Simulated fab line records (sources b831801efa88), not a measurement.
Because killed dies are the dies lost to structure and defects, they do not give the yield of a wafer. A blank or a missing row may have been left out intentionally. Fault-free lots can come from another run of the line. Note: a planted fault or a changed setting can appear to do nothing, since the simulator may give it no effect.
Which of the tools did it? :: flow sky130 :: Sampling: 13 lots, 39 wafers, 3 of 708 route steps

## WHAT THE GAUGES SHOWED, per wafer
SKY_NWELL_RS_MEAS_29: a four-point-probe measurement.
lot: L555
measured: day 5 20:46
on: film metro-03
NWELL_RS (ohm/sq): 613.3 615.9 614.9

lot: L558
measured: day 6 15:02
on: film metro-02
NWELL_RS (ohm/sq): 618.3 618.6 617.9

lot: L559
measured: day 6 15:41
on: film metro-02
NWELL_RS (ohm/sq): 616.0 616.0 615.6

lot: L560
measured: day 7 01:32
on: film metro-02
NWELL_RS (ohm/sq): 617.7 619.2 618.3

lot: L562
measured: day 7 13:27
on: film metro-02
NWELL_RS (ohm/sq): 617.8 616.1 616.7

lot: L563
measured: day 7 17:58
on: film metro-03
NWELL_RS (ohm/sq): 619.2 620.3 616.3

lot: L565
measured: day 8 06:59
on: film metro-02
NWELL_RS (ohm/sq): 616.9 618.5 616.2

lot: L566
measured: day 8 13:10
on: film metro-01
NWELL_RS (ohm/sq): 619.7 616.3 618.9

lot: L568
measured: day 9 02:11
on: film metro-01
NWELL_RS (ohm/sq): 619.0 618.1 618.7

lot: L573
measured: day 10 10:16
on: film metro-03
NWELL_RS (ohm/sq): 617.5 618.2 617.3

lot: L574
measured: day 10 19:27
on: film metro-01
NWELL_RS (ohm/sq): 621.1 621.5 618.1

lot: L575
measured: day 11 00:22
on: film metro-01
NWELL_RS (ohm/sq): 618.4 618.3 619.3

lot: L576
measured: day 11 03:02
on: film metro-03
NWELL_RS (ohm/sq): 614.7 615.5 616.7

SKY_SONOS_ONO_THK_MEAS_01.
lot: L555
measured: day 12 09:41
on: film metro-03
SONOS_ONO_OXIDATION_THK (nm): 2.65 2.55 2.62

lot: L558
measured: day 13 06:20
on: film metro-04
SONOS_ONO_OXIDATION_THK (nm): 2.55 2.55 2.63

lot: L559
measured: day 13 06:58
on: film metro-04
SONOS_ONO_OXIDATION_THK (nm): 2.70 2.65 2.62

lot: L560
measured: day 13 20:39
on: film metro-03
SONOS_ONO_OXIDATION_THK (nm): 2.66 2.58 2.66

lot: L562
measured: day 14 11:20
on: film metro-01
SONOS_ONO_OXIDATION_THK (nm): 2.50 2.56 2.53

lot: L563
measured: day 14 17:43
on: film metro-01
SONOS_ONO_OXIDATION_THK (nm): 2.63 2.58 2.58

lot: L565
measured: day 15 11:17
on: film metro-03
SONOS_ONO_OXIDATION_THK (nm): 2.64 2.64 2.68

lot: L566
measured: day 15 20:20
on: film metro-03
SONOS_ONO_OXIDATION_THK (nm): 2.62 2.59 2.63

lot: L568
measured: day 16 21:28
on: film metro-01
SONOS_ONO_OXIDATION_THK (nm): 2.54 2.61 2.55

lot: L573
measured: day 18 04:24
on: film metro-03
SONOS_ONO_OXIDATION_THK (nm): 2.69 2.65 2.66

lot: L574
measured: day 18 17:01
on: film metro-04
SONOS_ONO_OXIDATION_THK (nm): 2.59 2.59 2.58

lot: L575
measured: day 18 21:24
on: film metro-03
SONOS_ONO_OXIDATION_THK (nm): 2.59 2.65 2.58

lot: L576
measured: day 18 23:05
on: film metro-01
SONOS_ONO_OXIDATION_THK (nm): 2.54 2.55 2.54

## WHAT TOOL EACH LOT RAN ON (gives the tool, then ch and the chambers of the sampled wafers, and finally the start)
lot: L555
SKY_NWELL_STRIP_14: plasma asher-02 ch 0,1, day 5 02:47

lot: L558
SKY_NWELL_STRIP_14: plasma asher-03 ch 0,1, day 5 19:35

lot: L559
SKY_NWELL_STRIP_14: plasma asher-03 ch 0,1, day 5 20:38

lot: L560
SKY_NWELL_STRIP_14: plasma asher-02 ch 0,1, day 6 05:55

lot: L562
SKY_NWELL_STRIP_14: plasma asher-03 ch 0,1, day 6 17:34

lot: L563
SKY_NWELL_STRIP_14: plasma asher-02 ch 0,1, day 6 22:28

lot: L565
SKY_NWELL_STRIP_14: plasma asher-03 ch 0,1, day 7 10:01

lot: L566
SKY_NWELL_STRIP_14: plasma asher-03 ch 0,1, day 7 15:43

lot: L568
SKY_NWELL_STRIP_14: plasma asher-04 ch 0,1, day 8 04:22

lot: L573
SKY_NWELL_STRIP_14: plasma asher-02 ch 0,1, day 9 11:19

lot: L574
SKY_NWELL_STRIP_14: plasma asher-04 ch 0,1, day 9 20:16

lot: L575
SKY_NWELL_STRIP_14: plasma asher-03 ch 0,1, day 10 01:04

lot: L576
SKY_NWELL_STRIP_14: plasma asher-04 ch 0,1, day 10 02:55
- SKY_NWELL_STRIP_14: strips in O2/N2.

## AS READ BY THE TOOLS THEMSELVES (means over the sampled wafers that have a number; for cases with no such wafer, the mark the record gives instead)
SKY_NWELL_STRIP_14.
lot: L555
tool: plasma asher-02
drypump motor current A (A): 6.0
o2 flow sccm (sccm): 3007
oes product au (a.u.): 0.723
strip time to endpoint s (s): 36.91

lot: L558
tool: plasma asher-03
drypump motor current A (A): 6.2
o2 flow sccm (sccm): 2994
oes product au (a.u.): 0.720
strip time to endpoint s (s): 36.86

lot: L559
tool: plasma asher-03
drypump motor current A (A): 5.8
o2 flow sccm (sccm): 2994
oes product au (a.u.): 0.722
strip time to endpoint s (s): 37.00

lot: L560
tool: plasma asher-02
drypump motor current A (A): 6.1
o2 flow sccm (sccm): 2996
oes product au (a.u.): 0.723
strip time to endpoint s (s): 36.86

lot: L562
tool: plasma asher-03
drypump motor current A (A): 5.9
o2 flow sccm (sccm): 3010
oes product au (a.u.): 0.721
strip time to endpoint s (s): 36.77

lot: L563
tool: plasma asher-02
drypump motor current A (A): 6.0
o2 flow sccm (sccm): 3009
oes product au (a.u.): 0.722
strip time to endpoint s (s): 36.94

lot: L565
tool: plasma asher-03
drypump motor current A (A): 5.9
o2 flow sccm (sccm): 3008
oes product au (a.u.): 0.716
strip time to endpoint s (s): 36.87

lot: L566
tool: plasma asher-03
drypump motor current A (A): 5.8
o2 flow sccm (sccm): 3001
oes product au (a.u.): 0.725
strip time to endpoint s (s): 37.04

lot: L568
tool: plasma asher-04
drypump motor current A (A): 6.0
o2 flow sccm (sccm): 3001
oes product au (a.u.): 0.721
strip time to endpoint s (s): 36.89

lot: L573
tool: plasma asher-02
drypump motor current A (A): 6.1
o2 flow sccm (sccm): 3002
oes product au (a.u.): 0.722
strip time to endpoint s (s): 36.98

lot: L574
tool: plasma asher-04
drypump motor current A (A): 6.0
o2 flow sccm (sccm): 2999
oes product au (a.u.): 0.724
strip time to endpoint s (s): 36.88

lot: L575
tool: plasma asher-03
drypump motor current A (A): 5.8
o2 flow sccm (sccm): 2995
oes product au (a.u.): 0.724
strip time to endpoint s (s): 36.86

lot: L576
tool: plasma asher-04
drypump motor current A (A): 6.2
o2 flow sccm (sccm): 3007
oes product au (a.u.): 0.726
strip time to endpoint s (s): 36.82

## THE ANSWER, worked out from the rows above alone
Rule: the lots themselves supply what counts as usual. The widest of any qualifying gaps counts: lots, ordered by their means at a reading, are off when they make up no more than a third of the lots, leave a main group of 4 or more, and stand apart from it by 3 or more times the standard deviation of that group's means. A main group is skipped when, at the precision printed for the reading in the tables above, its means are all equal. A lot without any number at a reading at which 4 lots or more have one is off too. All remaining lots with rows at the step are treated as sound. The gauges are gone through in route order, then the tools' own readings, and for those a lot's mean is taken as printed above. At the first step where some lot is off, the reading lying furthest off is the one used; lots without a number count as furthest.
No lot is off on any of the readings shown, so nothing can be concluded from this.

## WHAT THE SIMULATOR HAD INSERTED
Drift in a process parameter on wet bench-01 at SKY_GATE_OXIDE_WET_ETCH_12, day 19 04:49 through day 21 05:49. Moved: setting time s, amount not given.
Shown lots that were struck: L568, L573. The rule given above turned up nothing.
